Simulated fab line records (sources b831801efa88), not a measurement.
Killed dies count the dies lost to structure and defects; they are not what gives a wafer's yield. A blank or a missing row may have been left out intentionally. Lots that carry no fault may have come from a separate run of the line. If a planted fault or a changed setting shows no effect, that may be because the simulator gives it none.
fab line records	flow sky130
[record] lots = 6	wafers = 18	last-day = 49
route steps=708 shown METAL5@669 PASSIVATION@681 PAD_OPEN@694
lots that met no fault: from a run of the same line without faults
start-h: hours from the record's first day to the start of the lot's first wafer shown	wait-h: time in hours since the lot's previous step	" the same as in the row above	L1.1+2: several wafers, shown together as one row	- no value present, or no start provided	* or withheld: withheld	< > ~ a bound
route shown NAME@n: names a module that has steps shown in the file, with the first one's number in the route	usual: mean and standard deviation over wafers with no fault	same: alike in all rows	chamber/n: place in a boat	sites: the reading at each site	_std_site: their standard deviation	_edge_site: outer sites' mean less inner sites'	radius-mm: for every site, how far away it sits from the centre of the wafer	mask NAME#n: copy n	behind: the last tool/chamber to shape the wafer	hold: reason for holding the lot/hours on hold/outcome of the hold	device: which transistor (n, p or np) failed to switch	end of line: tests run on the same wafers once the route is complete	step lacking rows: just its recipe	killed: count of dies lost to structure and defects at first sort (not the wafer's yield)	map: per-die view of a wafer (x killed, . not killed, _ where there is no die)
set.NAME: the setting as run; set.NAME@STEP: as run at that earlier step	model.NAME: the simulator's own value behind a step, which no gauge read
a table for each step, a row for each wafer; lots at some steps of the route
services: when a tool's chamber went out of use (start-h, in hours from the record's first day, below 0 if earlier), for how many hours, and the reason
[[steps]]
[step SKY_METAL5_HMDS_08]
[recipe] prime-time-s = 60	prime-temp-c = 120
[step SKY_METAL5_COAT_09]
[recipe] resist = NOVOLAK	spin-rpm = 3000	resist-thk-nm = 1800
[step SKY_METAL5_SOFTBAKE_10]
[recipe] temp-c = 90	time-s = 60	resist = NOVOLAK
[step SKY_METAL5_EXPOSE_11]
[recipe] mask-id = MM5	na = 0.6	source-shape = conventional	sigma-outer = 0.6	polarization = unpolarized	target-cd-nm = 1600	dose-mj = 190
[step SKY_METAL5_PEB_12]
[recipe] temp-c = withheld	time-s = *	resist = NOVOLAK
[step SKY_METAL5_DEVELOP_13]
[recipe] resist = NOVOLAK	developer = TMAH	develop-time-s = 60	dev-temp-c = 23
[step SKY_METAL5_DESCUM_14]
[recipe] chemistry = O2	source-power-w = 150	bias-power-w = 0	pressure-mtorr = 10	temp-c = 40	time-s = 11
[step SKY_METAL5_METAL_ETCH_15]
[recipe] target-depth-a = 12600	stop-on = SiO2	over-etch-frac = 0.2	time-s = 252	chemistry = Cl2/BCl3	resist-sidewall-deg = 86	pressure-mtorr = 10	icp-w = 900	bias-w = 48.5	Cl2_flow_sccm = 60	bcl3-flow-sccm = 30
[usual] drypump-motor-current-A = 5.8/0.52	mfc-cl2-sccm = 60.01/0.17	oes-product-au = 0.894/0.0054	throttle-valve-pct = 22.264/0.009
lot.wafer	tool	chamber	start-h	wait-h	drypump-motor-current-A	mfc-cl2-sccm	oes-product-au	rf-hours-counter-h	throttle-valve-pct
L837.1	rie-metal-02	1	1042.93	0.0	5.7	59.87	0.894	14	22.268
L837.3	"	0	"	"	6.2	59.89	0.891	-	22.263
L837.4	"	1	"	"	5.8	59.94	0.885	-	22.279
L840.2	rie-metal-03	0	1056.15	0.0	5.5	59.97	0.896	20	22.266
L840.4	"	0	"	"	5.5	60.14	0.901	-	22.273
L840.5	"	0	"	"	5.5	60.12	0.890	-	22.270
L841.1	rie-metal-01	0	1071.93	0.1	4.9	60.23	0.892	21	22.274
L841.2	"	0	"	"	4.9	60.34	0.894	-	22.259
L841.4	"	0	"	"	4.9	60.09	0.898	-	22.265
L842.3	rie-metal-03	0	1078.86	0.1	5.5	59.65	0.897	-	22.265
L842.4	"	1	"	"	6.4	60.09	0.893	-	22.252
L842.6	"	0	"	"	5.5	59.82	0.892	-	22.264
L851.2	rie-metal-03	1	1126.31	0.1	6.4	60.00	0.892	-	22.259
L851.3	"	1	"	"	6.4	59.96	0.893	-	22.271
L851.6	"	1	"	"	6.4	59.89	0.902	-	22.266
L855.4	rie-metal-01	1	1146.56	0.1	5.3	59.65	0.880	-	22.248
L855.5	"	1	"	"	5.3	59.80	0.891	-	22.265
L855.6	"	0	"	"	4.9	60.21	0.892	-	22.265
[step SKY_METAL5_STRIP_16]
[recipe] chemistry = O2/N2	power-w = 1400	pressure-mtorr = 1500	platen-temp-c = withheld	o2-flow-sccm = 3000	n2-flow-sccm = 300	overash-fraction = 0.5
[step SKY_METAL5_STRIP_17]
[recipe] chemistry = post-etch-residue-remover	time-s = 1200	temp-c = 72.5
[step SKY_METAL5_CLEAN_18]
[recipe] chemistry = IPA	time-s = 180	temp-c = 25
[step SKY_METAL5_CLEAN_19]
[recipe] chemistry = O3/DIW	dry = n2-spin
[step SKY_PASSIVATION_CVD_00]
[recipe] material = SiO2	target-thk-nm = 90	temp-c = 400	time-s = withheld	rf-w = 600
[usual] heater-power-w = 664/93
lot.wafer	tool	chamber	start-h	wait-h	heater-power-w
L837.1	pecvd-04	1	1043.90	0.0	630
L837.3	"	0	"	"	704
L837.4	"	1	"	"	668
L840.2	pecvd-04	2	1056.97	0.0	714
L840.4	"	0	"	"	642
L840.5	"	1	"	"	657
L841.1	pecvd-03	2	1073.00	0.0	543
L841.2	"	0	"	"	573
L841.4	"	1	"	"	786
L842.3	pecvd-04	0	1079.61	0.0	693
L842.4	"	2	"	"	728
L842.6	"	1	"	"	692
L851.2	pecvd-03	2	1127.32	0.0	543
L851.3	"	0	"	"	611
L851.6	"	2	"	"	546
L855.4	pecvd-03	0	1147.36	0.0	630
L855.5	"	1	"	"	728
L855.6	"	2	"	"	462
[step SKY_PASSIVATION_THK_MEAS_01]
[recipe] reads = SiO2_of_PASSIVATION_CVD_00
[usual] PASSIVATION_CVD_00_THK = 89.8/1.1
lot.wafer	tool	chamber	start-h	wait-h	PASSIVATION_CVD_00_THK[nm]
L837.1	film-metro-02	-	1043.93	-	89.2
L837.3	"	-	"	"	89.9
L837.4	"	-	"	"	90.5
L840.2	film-metro-01	-	1057.00	-	89.4
L840.4	"	-	"	"	91.9
L840.5	"	-	"	"	89.5
L841.1	film-metro-04	-	1073.02	-	88.6
L841.2	"	-	"	"	89.0
L841.4	"	-	"	"	90.3
L842.3	film-metro-01	-	1079.65	-	89.5
L842.4	"	-	"	"	90.7
L842.6	"	-	"	"	91.4
L851.2	film-metro-01	-	1127.36	-	88.9
L851.3	"	-	"	"	90.9
L851.6	"	-	"	"	90.4
L855.4	film-metro-01	-	1147.40	-	90.5
L855.5	"	-	"	"	89.1
L855.6	"	-	"	"	90.3
[step SKY_PASSIVATION_CVD_02]
[recipe] material = Si3N4	target-thk-nm = 540	temp-c = 400	time-s = withheld	rf-w = 450
[usual] heater-power-w = 697/91
lot.wafer	tool	chamber	start-h	wait-h	heater-power-w
L837.1	pecvd-01	1	1043.99	0.1	720
L837.3	"	1	"	"	732
L837.4	"	0	"	"	605
L840.2	pecvd-03	1	1057.05	0.0	770
L840.4	"	0	"	"	721
L840.5	"	1	"	"	807
L841.1	pecvd-04	1	1073.08	0.1	702
L841.2	"	2	"	"	866
L841.4	"	2	"	"	724
L842.3	pecvd-03	1	1079.69	0.0	771
L842.4	"	0	"	"	633
L842.6	"	1	"	"	810
L851.2	pecvd-04	0	1127.41	0.0	662
L851.3	"	1	"	"	734
L851.6	"	1	"	"	760
L855.4	pecvd-01	0	1147.54	0.1	634
L855.5	"	1	"	"	677
L855.6	"	2	"	"	662
[step SKY_PASSIVATION_THK_MEAS_03]
[recipe] reads = Si3N4_of_PASSIVATION_CVD_02
[usual] PASSIVATION_CVD_02_THK = 539/6.5
lot.wafer	tool	chamber	start-h	wait-h	PASSIVATION_CVD_02_THK[nm]
L837.1	film-metro-04	-	1044.32	-	542
L837.3	"	-	"	"	544
L837.4	"	-	"	"	551
L840.2	film-metro-02	-	1057.29	-	537
L840.4	"	-	"	"	543
L840.5	"	-	"	"	544
L841.1	film-metro-01	-	1073.31	-	528
L841.2	"	-	"	"	533
L841.4	"	-	"	"	534
L842.3	film-metro-04	-	1079.94	-	542
L842.4	"	-	"	"	554
L842.6	"	-	"	"	546
L851.2	film-metro-01	-	1127.64	-	529
L851.3	"	-	"	"	531
L851.6	"	-	"	"	540
L855.4	film-metro-02	-	1147.68	-	535
L855.5	"	-	"	"	543
L855.6	"	-	"	"	541
[step SKY_PASSIVATION_DEHYDRATE_04]
[recipe] temp-c = 200	time-s = 60
[step SKY_PASSIVATION_HMDS_05]
[recipe] prime-time-s = 60	prime-temp-c = 120
[step SKY_PASSIVATION_COAT_06]
[recipe] spin-rpm = 2000	resist-thk-nm = 3000
[step SKY_PASSIVATION_SOFTBAKE_07]
[recipe] temp-c = 110	time-s = withheld
[step SKY_PASSIVATION_EXPOSE_08]
[recipe] mask-id = NSM	target-cd-nm = 3000	na = 0.57	dose-mj = 263.6
[step SKY_PASSIVATION_PEB_09]
[recipe] temp-c = 115	time-s = withheld
[step SKY_PASSIVATION_DEVELOP_10]
[recipe] develop-time-s = 60	dev-temp-c = 23
[step SKY_PASSIVATION_ETCH_11]
[recipe] chemistry = CF4/O2	target-depth-nm = 725	stop-on = AlCu	source-w = 800	bias-w = 150	pressure-mtorr = 150	cf4-flow-sccm = 80	O2_flow_sccm = 10	time-s = 161.1
[usual] cf4-flow-sccm = 80.03/0.21	drypump-motor-current-A = 5.5/0.41	oes-product-au = 0.976/0.0069	throttle-valve-pct = 5.965/0.0082
lot.wafer	tool	chamber	start-h	wait-h	cf4-flow-sccm	drypump-motor-current-A	oes-product-au	rf-hours-counter-h	throttle-valve-pct
L837.1	rie-diel-04	2	1065.20	-	80.18	5.4	0.983	16	5.977
L837.3	"	3	"	"	80.21	6.2	0.986	21	5.962
L837.4	"	1	"	"	80.10	4.8	0.990	21	5.967
L840.2	rie-diel-04	1	1078.45	-	79.86	4.8	0.971	21	5.976
L840.4	"	0	"	"	79.81	5.1	0.978	25	5.964
L840.5	"	1	"	"	80.30	4.8	0.985	-	5.949
L841.1	rie-diel-04	2	1094.50	-	79.96	5.4	0.971	17	5.956
L841.2	"	3	"	"	79.87	6.2	0.966	22	5.966
L841.4	"	1	"	"	80.18	4.8	0.969	22	5.961
L842.3	rie-diel-01	1	1100.10	-	80.17	5.9	0.967	-	5.962
L842.4	"	2	"	"	79.96	5.1	0.980	-	5.964
L842.6	"	2	"	"	80.11	5.1	0.983	-	5.974
L851.2	rie-diel-01	3	1146.15	-	80.06	5.0	0.967	11	5.953
L851.3	"	2	"	"	79.58	5.1	0.973	26	5.950
L851.6	"	0	"	"	80.24	5.5	0.968	-	5.962
L855.4	rie-diel-01	3	1164.86	-	79.95	5.0	0.981	11	5.959
L855.5	"	0	"	"	80.23	5.5	0.974	-	5.977
L855.6	"	1	"	"	79.90	5.9	0.983	-	5.963
[step SKY_PASSIVATION_STRIP_12]
[recipe] chemistry = O2/N2	power-w = 1400	pressure-mtorr = 1500	platen-temp-c = withheld	overash-fraction = 0.7	o2-flow-sccm = 3000	n2-flow-sccm = 300
[usual] drypump-motor-current-A = 5.8/0.52	oes-product-au = 0.661/0.0049	strip-time-to-endpoint-s = 31.52/0.11
lot.wafer	tool	chamber	start-h	wait-h	drypump-motor-current-A	oes-product-au	rf-hours-counter-h	strip-time-to-endpoint-s
L837.1	plasma-asher-03	1	1065.31	0.1	4.7	0.671	96	31.46
L837.3	"	1	"	"	4.7	0.656	-	31.50
L837.4	"	0	"	"	5.7	0.667	-	31.43
L840.2	plasma-asher-02	1	1078.55	0.1	5.8	0.662	37	31.59
L840.4	"	1	"	"	5.8	0.660	-	31.54
L840.5	"	0	"	"	6.2	0.664	-	31.61
L841.1	plasma-asher-04	1	1094.61	0.1	5.4	0.659	3	31.53
L841.2	"	0	"	"	6.3	0.661	3	31.49
L841.4	"	0	"	"	6.3	0.656	-	31.48
L842.3	plasma-asher-04	1	1100.24	0.1	5.4	0.655	-	31.60
L842.4	"	0	"	"	6.3	0.664	-	31.60
L842.6	"	0	"	"	6.3	0.655	-	31.55
L851.2	plasma-asher-02	1	1146.25	0.1	5.8	0.660	43	31.34
L851.3	"	1	"	"	5.8	0.654	-	31.37
L851.6	"	0	"	"	6.2	0.661	-	31.39
L855.4	plasma-asher-04	0	1165.00	0.1	6.3	0.667	-	31.52
L855.5	"	0	"	"	6.3	0.657	-	31.45
L855.6	"	1	"	"	5.4	0.658	-	31.42
[step SKY_PAD_OPEN_DEHYDRATE_00]
[recipe] temp-c = 200	time-s = 60
[step SKY_PAD_OPEN_HMDS_01]
[recipe] prime-time-s = 60	prime-temp-c = 120
[step SKY_PAD_OPEN_COAT_02]
[recipe] spin-rpm = 2000	resist-thk-nm = 3000
[step SKY_PAD_OPEN_SOFTBAKE_03]
[recipe] temp-c = 110	time-s = withheld
[step SKY_PAD_OPEN_EXPOSE_04]
[recipe] mask-id = PDM	target-cd-nm = 60000	na = 0.57	dose-mj = 260
[step SKY_PAD_OPEN_PEB_05]
[recipe] temp-c = 115	time-s = withheld
[step SKY_PAD_OPEN_DEVELOP_06]
[recipe] develop-time-s = 60	dev-temp-c = 23
[step SKY_PAD_OPEN_ETCH_07]
[recipe] chemistry = CF4/O2	target-depth-nm = 725	stop-on = AlCu	source-w = 800	bias-w = 150	pressure-mtorr = 150	cf4-flow-sccm = 80	O2_flow_sccm = 10	time-s = 161.1
[step SKY_PAD_OPEN_STRIP_08]
[recipe] chemistry = O2/N2	power-w = 1400	pressure-mtorr = 1500	platen-temp-c = withheld	overash-fraction = 0.7	o2-flow-sccm = 3000	n2-flow-sccm = 300
[usual] drypump-motor-current-A = 5.7/0.47	oes-product-au = 0.663/0.0045	strip-time-to-endpoint-s = 37.06/0.1
lot.wafer	tool	chamber	start-h	wait-h	drypump-motor-current-A	oes-product-au	rf-hours-counter-h	strip-time-to-endpoint-s
L837.1	plasma-asher-04	1	1085.61	0.1	5.4	0.661	2	36.90
L837.3	"	1	"	"	5.4	0.652	-	36.99
L837.4	"	0	"	"	6.3	0.665	-	36.96
L840.2	plasma-asher-01	0	1099.17	0.1	5.0	0.656	64	36.93
L840.4	"	0	"	"	4.9	0.668	-	36.87
L840.5	"	0	"	"	4.9	0.664	-	37.02
L841.1	plasma-asher-04	0	1115.32	0.1	6.3	0.664	5	37.11
L841.2	"	1	"	"	5.4	0.666	5	37.26
L841.4	"	0	"	"	6.3	0.664	-	37.13
L842.3	plasma-asher-01	1	1120.79	0.1	5.5	0.658	-	37.06
L842.4	"	0	"	"	4.9	0.662	-	37.09
L842.6	"	0	"	"	4.9	0.663	-	37.20
L851.2	plasma-asher-04	1	1163.26	0.1	5.5	0.664	9	37.22
L851.3	"	1	"	"	5.5	0.657	-	37.05
L851.6	"	0	"	"	6.4	0.660	-	37.19
L855.4	plasma-asher-02	0	1181.19	0.1	6.2	0.653	-	37.17
L855.5	"	0	"	"	6.2	0.657	-	37.14
L855.6	"	1	"	"	5.8	0.670	-	37.11
[step SKY_PAD_OPEN_STRIP_09]
[recipe] chemistry = post-etch-residue-remover	time-s = 1200	temp-c = 72.5
[step SKY_PAD_OPEN_CLEAN_10]
[recipe] chemistry = IPA	time-s = 180	temp-c = 25
[step SKY_PAD_OPEN_CLEAN_11]
[recipe] chemistry = O3/DIW	dry = n2-spin
[step SKY_PAD_OPEN_ANNEAL_12]
[recipe] temp-c = 400	time-s = withheld	ambient = N2/H2	idle-temp-c = 300	ramp-up-c-per-min = 8	ramp-down-c-per-min = 4
[step SKY_PAD_OPEN_BOW_MEAS_13]
[recipe] mode = bow
[usual] PAD_OPEN_BOW = 49/8.2
lot.wafer	tool	chamber	start-h	wait-h	PAD_OPEN_BOW[um]
L837.1	film-metro-04	-	1087.70	-	42
L837.3	"	-	"	"	46
L837.4	"	-	"	"	51
L840.2	film-metro-03	-	1101.29	-	47
L840.4	"	-	"	"	36
L840.5	"	-	"	"	56
L841.1	film-metro-04	-	1117.54	-	54
L841.2	"	-	"	"	46
L841.4	"	-	"	"	52
L842.3	film-metro-03	-	1122.93	-	38
L842.4	"	-	"	"	46
L842.6	"	-	"	"	32
L851.2	film-metro-01	-	1165.37	-	43
L851.3	"	-	"	"	40
L851.6	"	-	"	"	36
L855.4	film-metro-01	-	1183.31	-	50
L855.5	"	-	"	"	39
L855.6	"	-	"	"	58
[step SKY_PAD_OPEN_PROBE_99]
[usual] defect-limited-yield = 82.6/1.9	killed_at_M0_to_M3 = 43/6.9	killed_at_M4_up = 3.2/2	killed-at-contacts = 25/5.1	killed-at-front-end = 15/4.5	killed-at-other = 0.2/0.51	killed-dies = 85/9.5	killed-open = 48/6.9	killed-short = 38/6.7	sort_bin_3_pad_short = 0.8/0.4	sort_bin_5_function = 10.2/1.6	sort_bin_6_memory = 6.4/1.1	sort-n-pass = 407/9.5	sort-yield-pct = 82.6/1.9
[same] gross-dies = 492	killed-at-back-side = 0	sort_bin_4_leakage[%] = 0	sort_bin_8_speed[%] = 0
lot.wafer	tool	chamber	start-h	wait-h	defect-limited-yield[%]	killed_at_M0_to_M3	killed_at_M4_up	killed-at-contacts	killed-at-front-end	killed-at-other	killed-dies	killed-open	killed-short	sort_bin_3_pad_short[%]	sort_bin_5_function[%]	sort_bin_6_memory[%]	sort-n-pass	sort-yield-pct[%]	model.etest.tester.sort-n-pass	model.etest.tester.sort-yield-pct	model.etest.tester.sort_bin_5_pct	model.etest.tester.sort_bin_3_pct
L840.2	prober-01	-	1101.44	0.1	79.3	49	2	36	15	0	102	54	48	1.4	12.0	7.3	390	79.3	390	79.27	11.99	1.423
L840.4	prober-01	-	1101.54	0.2	73.6	44	3	28	11	44	130	47	39	1.6	17.1	7.7	362	73.6	362	73.58	17.07	1.626
L840.5	prober-01	-	1101.59	0.2	83.7	45	5	25	4	1	80	49	31	0.4	10.4	5.5	412	83.7	412	83.74	10.37	0.4065
L841.1	prober-02	-	1117.66	0.1	84.6	39	1	17	19	0	76	44	32	0.6	10.4	4.5	416	84.6	416	84.55	10.37	0.6098
L842.3	prober-01	-	1123.11	0.2	73.4	41	2	27	17	44	131	56	31	2.6	15.2	8.7	361	73.4	361	73.37	15.24	2.642
L851.2	prober-02	-	1165.52	0.1	81.5	39	1	36	15	0	91	51	40	0.2	10.8	7.5	401	81.5	401	81.5	10.77	0.2033
L851.3	prober-02	-	1165.57	0.2	81.1	46	2	27	18	0	93	54	39	0.8	8.9	9.1	399	81.1	399	81.1	8.943	0.813
L851.6	prober-02	-	1165.72	0.2	79.7	52	5	26	17	0	100	58	42	1.2	12.6	6.5	392	79.7	392	79.67	12.6	1.22
// killed by level:class
L840.2 CONTACT:geometric-particle:open=11 LI_CONTACT:geometric-particle:open=10 VIA1:geometric-particle:open=8 VIA2:geometric-particle:open=8 CONTACT:geometric-particle:short=7 METAL1:geometric-particle:short=7 METAL3:geometric-particle:short=6 METAL2:geometric-particle:short=5
L840.4 PASSIVATION:unspecified=44 VIA1:geometric-particle:open=8 VIA3:geometric-particle:open=8 LI_CONTACT:geometric-particle:open=8 LOCAL_INTERCONNECT:geometric-particle:short=7 CONTACT:geometric-particle:open=6 VIA1:geometric-particle:short=5 VIA2:geometric-particle:open=5
L840.5 VIA1:geometric-particle:open=16 CONTACT:geometric-particle:open=10 VIA2:geometric-particle:open=7 LI_CONTACT:geometric-particle:open=5 VIA3:geometric-particle:open=5 LOCAL_INTERCONNECT:geometric-particle:short=4 CONTACT:geometric-particle:short=4 VIA1:geometric-particle:short=3
L841.1 VIA1:geometric-particle:open=8 METAL2:geometric-particle:short=8 LI_CONTACT:geometric-particle:open=6 VIA2:geometric-particle:open=6 CONTACT:geometric-particle:short=5 POLY_GATE:geometric-particle:open=4 VIA3:geometric-particle:open=4 CONTACT:geometric-particle:open=4
L842.3 PASSIVATION:unspecified=44 VIA1:geometric-particle:open=12 LI_CONTACT:geometric-particle:open=9 CONTACT:geometric-particle:open=9 POLY_GATE:geometric-particle:open=6 VIA2:geometric-particle:open=5 VIA3:geometric-particle:open=5 FIELD_ISO:geometric-particle:open=4
L851.2 VIA1:geometric-particle:open=10 LI_CONTACT:geometric-particle:open=9 LOCAL_INTERCONNECT:geometric-particle:short=9 CONTACT:geometric-particle:open=8 FIELD_ISO:geometric-particle:open=5 LI_CONTACT:geometric-particle:short=5 VIA2:geometric-particle:open=5 METAL1:geometric-particle:short=4
L851.3 VIA1:geometric-particle:open=13 FIELD_ISO:geometric-particle:open=10 CONTACT:geometric-particle:open=7 LI_CONTACT:geometric-particle:open=7 CONTACT:geometric-particle:short=7 VIA1:geometric-particle:short=5 METAL2:geometric-particle:short=5 VIA3:geometric-particle:open=5
L851.6 VIA1:geometric-particle:open=16 CONTACT:geometric-particle:open=10 POLY_GATE:geometric-particle:open=7 LI_CONTACT:geometric-particle:open=7 METAL2:geometric-particle:short=7 METAL1:geometric-particle:short=6 VIA1:geometric-particle:short=6 VIA3:geometric-particle:open=5
// map L840.4 (x killed, . not)
__________.........x_________
________...x.x........_______
______.....x............_____
_____.......x.....xx...xx____
____x..x.x........x.....x.___
___.............x.x..x.....__
__....x.......x.x..xx.x..x.._
_.x......x.....x........x..xx
_....x.xx...x...x....x.......
_x.............x.....x.......
_x..xx.......x.......xx......
_.x......xx..x.xx..x..x......
_..x....x.....x..x.xx....xx..
_x............xxxxxxx.x..x...
_..xxx..xxx...xxxxx.xxx..x..x
__.x..xx.....xxxxxxxx..x...x_
___....x...x.xxxxxxxxx.....__
____..x......x.xxxxxx.....___
_____.......x..x.xx......____
______.x.....x.x.....x.._____
________......x.xx...._______
__________.........._________
// map L842.3 (x killed, . not)
__________x........._________
________x...x....x..x._______
______.x..x.......x..x.x_____
_____..x..x............x.____
____..x....x.....xx..xx...___
___.......xx...x..x........__
__....x....x.x....x......x.._
_..x.........x......x.xx.xx..
_.x....x.....x.....x...x..x.x
_..x......xx..............x..
_.......x..xx......x.....x..x
_...x.....x...x.....x.....xxx
_...........x.x.....x.....x..
_...........xx.xxxxxx...x....
_x....x..x...xxxxxxxx.x....x.
__..........xxxxxxxxx......._
___...x....x.xxxxxxx.......__
____....x.....xxxxxxxxx...___
_____.....x...xx.x.xx....____
______......xxxxxxx....x_____
________....x.x...x..._______
__________......x..._________
[[services]]
tool	chamber	start-h	hours	kind
plasma-asher-04	-	1027.38	3.0	repair
plasma-asher-01	-	1037.59	4.2	repair
plasma-asher-02	-	1044.17	3.9	repair
rie-diel-04	2	1046.96	8.3	repair
rie-diel-01	3	1049.34	63.2	repair
plasma-asher-04	-	1055.25	9.0	pm
plasma-asher-04	0	1055.25	9.0	vent-cycle
plasma-asher-04	1	1055.25	9.0	vent-cycle
plasma-asher-04	0	1064.25	-	clean
plasma-asher-04	1	1064.25	-	clean
pecvd-04	2	1066.42	2.1	scheduled-down
rie-diel-01	0	1088.61	4.1	repair
rie-diel-01	0	1095.08	9.8	repair
rie-diel-01	0	1105.56	34.9	repair
pecvd-01	-	1116.22	14.6	pm
rie-metal-01	-	1126.16	1.0	repair
rie-diel-04	2	1133.12	5.2	repair
pecvd-03	-	1137.42	0.5	repair
rie-diel-04	2	1143.35	8.1	repair
rie-metal-02	1	1149.17	1.5	repair
rie-diel-01	0	1149.70	2.8	repair
plasma-asher-02	-	1151.34	2.8	pm
rie-metal-03	0	1155.75	2.0	repair
pecvd-04	-	1175.67	14.6	pm
[[key]]
[first-sign] step = SKY_PAD_OPEN_PROBE_99	reading = killed-at-other	direction = up	sigmas = 44	usual = 0.2	struck = 44
[effect] step = SKY_PAD_OPEN_PROBE_99	reading = defect-limited-yield	direction = down	sigmas = 4.8	usual = 82.6	struck = 73.5
[model-effect] step = SKY_PAD_OPEN_PROBE_99	value = etest.tester.sort-n-pass	without = 400.5	struck = 361.5
met-at SKY_PASSIVATION_CVD_00
struck-wafers L840.4,L842.3
onset-between 1043.90 1056.97
[fault] kind = chamber-particle-source	tool = pecvd-04	chamber = 0	onset-h = 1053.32	steps = SKY_PASSIVATION_CVD_00	rate-per-visit-cm2 = 0.48793	end-h = 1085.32
